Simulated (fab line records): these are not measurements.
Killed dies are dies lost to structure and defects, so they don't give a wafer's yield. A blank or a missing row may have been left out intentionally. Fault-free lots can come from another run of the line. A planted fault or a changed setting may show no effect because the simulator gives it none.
Code-filled problem report in 8D (eight disciplines) form :: flow sfqLine :: the parts of the form that need people (team, actions taken, sign-off) are left out

## 1. THE PROBLEM
Mean M0_NB_RS at SFQ_M0_RS_MEAS_904: 0.630 ohm/sq over 4 wafers in 3 lots; fault-free wafers: 0.884 ohm/sq, standard deviation 0.011. Measured from the usual mean, that is -23 standard deviations.
The step: measures by four-point-probe.
First seen on wafer L770.1, day 11 01:53, on filmMetro-03. The record holds 44 wafers of 15 lots with a number at this step. The rule behind "out" and "out of limits": a value lying over 4 standard deviations away from the usual mean. The rest of the wafers with a number are treated as sound.

## 2. WHAT IT IS AND WHAT IT IS NOT
question: which readings at this step
is: M0_NB_RS
is not: -

question: which lots
is: L770, L772, L773
is not: L759, L760, L761, L763, L764, L775, L776, L777, L779, L780, L781, L782

question: which wafers of those lots
is: L770.1, L772.1, L773.1, L773.6
is not: L770.4, L770.5, L772.3, L772.4

question: read on which gauges
is: filmMetro-03
is not: filmMetro-02, filmMetro-04

question: when
is: from day 11 01:53
is not: up to then (17 sound wafers); but 23 sound wafers of L772, L775, L776, L777, L779, L780, L781, L782 came after

## 3. WHAT RULES OUT EACH SUSPECT
Counting: any tool at a process step up to the reading remains a suspect provided it ran every lot that is out. Sound lots after the first of them don't rule it out here, since some wafers of a struck lot are sound.
- the gauge at SFQ_M0_RS_MEAS_904: ruled out. All the wafers that are out were read on filmMetro-03, but those of them that SFQ_TRILAYER_M0_ETCH_METAL_ETCH_024 has rows for are out there too, on other tools.
- pvdSputter-03 at SFQ_TRILAYER_M0_DEP_SPUTTER_019 (material Nb, target thk 200 nm, time 133.3 s): kept. It processed each lot that is out (first: L770, day 11 01:48); up to then, its last sound lot is L764 (day 9 05:27).
The count leaves pvdSputter-03 at SFQ_TRILAYER_M0_DEP_SPUTTER_019.

## 4. THE CAUSE (what the simulator had put in)
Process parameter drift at SFQ_TRILAYER_M0_DEP_SPUTTER_019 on pvdSputter-03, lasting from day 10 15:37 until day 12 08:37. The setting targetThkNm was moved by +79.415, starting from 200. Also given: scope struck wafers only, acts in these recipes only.
Only this tool survived the counting.

## 5. SEQUENCE OF EFFECTS, ordered by route
One row per reading whose mean, taken over the struck wafers that have a number, lies over 3 standard deviations from the usual. Only readings whose record carries a usual standard deviation are examined. hours: median over the lots of the time between each lot's start at the first step of this table that gives one and its start at this step. sigmas: the change, counted in usual standard deviations.
hours: 0
step: SFQ_M0_RS_MEAS_904
reading: M0_NB_RS
usual: 0.884 ohm/sq
on struck wafers: 0.630
change: -0.254
sigmas: -23

hours: 47
step: SFQ_TRILAYER_M0_ETCH_METAL_ETCH_024
reading: oesProductAu
usual: 0.898 a.u.
on struck wafers: 1.013
change: +0.115
sigmas: +15
Its process steps:
- SFQ_TRILAYER_M0_ETCH_METAL_ETCH_024: etches Nb in Cl2/Ar, stops on SiO2, target depth 240 nm, time 120 s.

## 6. HOW IT WOULD HAVE BEEN CAUGHT EARLIER
The first out-of-limits reading at a measuring or inspecting step in this record came at day 11 01:53, 10 hours after the fault's start at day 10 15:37.
Tool readings at SFQ_TRILAYER_M0_DEP_SPUTTER_019 with a usual standard deviation given in the record: none out on any struck wafer, hence no alarm at a limit of 4 standard deviations on them.
Lots out: 3; of these, L772, L773 started SFQ_TRILAYER_M0_DEP_SPUTTER_019 on pvdSputter-03 after day 11 01:53. A hold on the tool at that time would have spared those 2.
